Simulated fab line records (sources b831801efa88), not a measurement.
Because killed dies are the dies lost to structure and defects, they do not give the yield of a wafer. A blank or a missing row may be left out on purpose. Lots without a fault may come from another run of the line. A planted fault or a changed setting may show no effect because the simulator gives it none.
Chamber matching / flow gf180mcu / GF_V2_CMP_26 on cmp-02: 4 sister chambers
The step polishes, stops on SiO2, t overpolish 15 s, target thk 0 nm. 8 wafers are shown with their chamber, then 8 later ones without.

WAFERS PAIRED WITH THEIR CHAMBERS
wafer=L247.6; chamber=3; motor_current_A (A)=8.8; time_to_endpoint_s (s)=87.2
wafer=L248.2; chamber=0; motor_current_A (A)=10.4; time_to_endpoint_s (s)=78.1
wafer=L248.4; chamber=2; motor_current_A (A)=11.9; time_to_endpoint_s (s)=82.8
wafer=L248.5; chamber=1; motor_current_A (A)=11.7; time_to_endpoint_s (s)=85.0
wafer=L250.1; chamber=0; motor_current_A (A)=10.6; time_to_endpoint_s (s)=84.6
wafer=L250.2; chamber=2; motor_current_A (A)=11.3; time_to_endpoint_s (s)=85.7
wafer=L250.5; chamber=3; motor_current_A (A)=8.6; time_to_endpoint_s (s)=83.0
wafer=L251.3; chamber=1; motor_current_A (A)=11.2; time_to_endpoint_s (s)=79.0

WAFERS WITHOUT THEIR CHAMBER
wafer=L251.4; motor_current_A (A)=9.3; time_to_endpoint_s (s)=78.8
wafer=L251.5; motor_current_A (A)=9.8; time_to_endpoint_s (s)=81.7
wafer=L253.3; motor_current_A (A)=11.6; time_to_endpoint_s (s)=86.1
wafer=L253.5; motor_current_A (A)=11.6; time_to_endpoint_s (s)=85.7
wafer=L253.6; motor_current_A (A)=11.4; time_to_endpoint_s (s)=87.6
wafer=L254.2; motor_current_A (A)=8.5; time_to_endpoint_s (s)=85.6
wafer=L254.5; motor_current_A (A)=8.7; time_to_endpoint_s (s)=85.5
wafer=L254.6; motor_current_A (A)=10.4; time_to_endpoint_s (s)=85.1

WHICH CHAMBER EACH WENT THROUGH
wafer=L251.4; from the rows above=can't be placed: 3 or 0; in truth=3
wafer=L251.5; from the rows above=can't be placed: 0 or 3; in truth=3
wafer=L253.3; from the rows above=can't be placed: 2 or 1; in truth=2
wafer=L253.5; from the rows above=can't be placed: 2 or 1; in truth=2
wafer=L253.6; from the rows above=can't be placed: 2 or 1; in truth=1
wafer=L254.2; from the rows above=3; in truth=3
wafer=L254.5; from the rows above=3; in truth=3
wafer=L254.6; from the rows above=0; in truth=0
3 of 8 placed correctly. These rows do not allow placing 5 (true chamber among the candidates in 5). Placed wrongly: 0.
How it was worked out, from the rows above alone: a wafer's distance from a chamber is the root of the sum, over the readings, of the square of ((its reading less the chamber's mean) divided by the reading's scatter). The wafer belongs to the nearest chamber; if the next one is less than 2 further off, it can't be placed. Each chamber's mean is taken over the wafers shown for it. The scatter is the square root of a quotient: the sum, over the shown wafers, of each reading's squared deviation from its chamber's mean, divided by wafers minus chambers.
